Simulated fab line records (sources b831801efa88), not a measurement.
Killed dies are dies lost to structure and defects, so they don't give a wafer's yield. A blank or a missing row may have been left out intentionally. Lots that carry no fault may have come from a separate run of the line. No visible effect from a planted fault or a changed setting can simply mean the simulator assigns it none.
Split-lot study    flow gf180mcu    23 wafers read from 5 lots, route of 602 steps

SPLIT DETAILS
At GF_TOP_METAL_SPUTTER_01 (material TiN, target thk 30 nm, time 25 s), the setting timeS was moved away from the recipe's 25 s on 6 of the 23 wafers read, by -8.5% to +10.2%. The other wafers ran this setting at the recipe's value.

The reading is taken at the split's own step.

THE READING
TiN_of_TOP_METAL_SPUTTER_01.thkNm (the simulator's own value, which no gauge read), in nm, at GF_TOP_METAL_SPUTTER_01 (material TiN, target thk 30 nm, time 25 s). There is no usual value for it anywhere in the file. Average 30.06 nm, standard deviation 0.36 nm, over the 17 wafers here run with the recipe.

wafer   tool, chamber at the split  timeS as run, s  against the recipe  TiN_of_TOP_METAL_SPUTTER_01.thkNm, nm  against lot-mates on the recipe
L075.1  pvdSputter-02, -            25               recipe              30.57                                  -
L075.4  pvdSputter-02, -            25               recipe              30.9                                   -
L075.6  pvdSputter-02, -            25               recipe              30.31                                  -
L077.1  pvdSputter-01, -            25               recipe              29.79                                  -
L077.2  pvdSputter-01, -            25               recipe              29.56                                  -
L077.3  pvdSputter-01, -            25               recipe              29.75                                  -
L077.5  pvdSputter-01, -            26.89            +7.6%               32.14                                  +2.44
L077.6  pvdSputter-01, -            26.89            +7.6%               32.23                                  +2.53
L078.1  pvdSputter-01, -            25               recipe              30.21                                  -
L078.2  pvdSputter-01, -            27.55            +10.2%              33.12                                  +2.88
L078.3  pvdSputter-01, -            25               recipe              30                                     -
L078.4  pvdSputter-01, -            27.55            +10.2%              33.01                                  +2.77
L078.6  pvdSputter-01, -            25               recipe              30.5                                   -
L079.1  pvdSputter-04, -            25               recipe              29.78                                  -
L079.2  pvdSputter-04, -            25               recipe              29.59                                  -
L079.3  pvdSputter-04, -            25               recipe              29.59                                  -
L079.4  pvdSputter-04, -            22.87            -8.5%               27.28                                  -2.37
L079.5  pvdSputter-04, -            22.87            -8.5%               27.27                                  -2.38
L083.2  pvdSputter-04, -            25               recipe              30.08                                  -
L083.3  pvdSputter-04, -            25               recipe              29.94                                  -
L083.4  pvdSputter-04, -            25               recipe              30.18                                  -
L083.5  pvdSputter-04, -            25               recipe              30.03                                  -
L083.6  pvdSputter-04, -            25               recipe              30.17                                  -

FIT RESULTS
A straight line over all 23 wafers: TiN_of_TOP_METAL_SPUTTER_01.thkNm changes by +0.303 nm for each +1% of timeS; r = +0.97; the points scatter about the line by 0.33 nm.
The same after taking each lot's own level away (the mean of its wafers on the recipe; 23 wafers): +0.29 nm for each +1%; r = +0.99; scatter 0.17 nm.
The reading moves by 3 nm for the largest change in timeS, on that fit.
From 29.653 to 30.593 nm: that is the span of the lots' own levels, equal to 2.6 times the standard deviation above.
The two slopes agree, so the slope changes little with the lot-to-lot level.
Check: +3 nm against its lot-mates is what the line predicts for one of the wafers moved furthest among these (+10.2%) when that wafer is left out of the fit. Against them it came out at +2.88 nm.

OTHER SPLITS APPLIED TO THESE WAFERS
These wafers also went through other splits before the reading. Each is held against what the fit with the lots' levels taken away leaves over:
other split on the same wafers  wafers away from the commonest value  r with TiN_of_TOP_METAL_SPUTTER_01.thkNm (lot level and that fit taken away)
GF_M5_METAL_ETCH_10 icpW        5                                     +0.24
GF_V5_COAT_09 resistThkNm       8                                     -0.05
GF_V5_CVD_23 pressureTorr       10                                    -0.18

THE FILE'S OWN FIT
TiN_of_TOP_METAL_SPUTTER_01.thkNm changes by +0.291 nm for each +1% of timeS, r = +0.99.
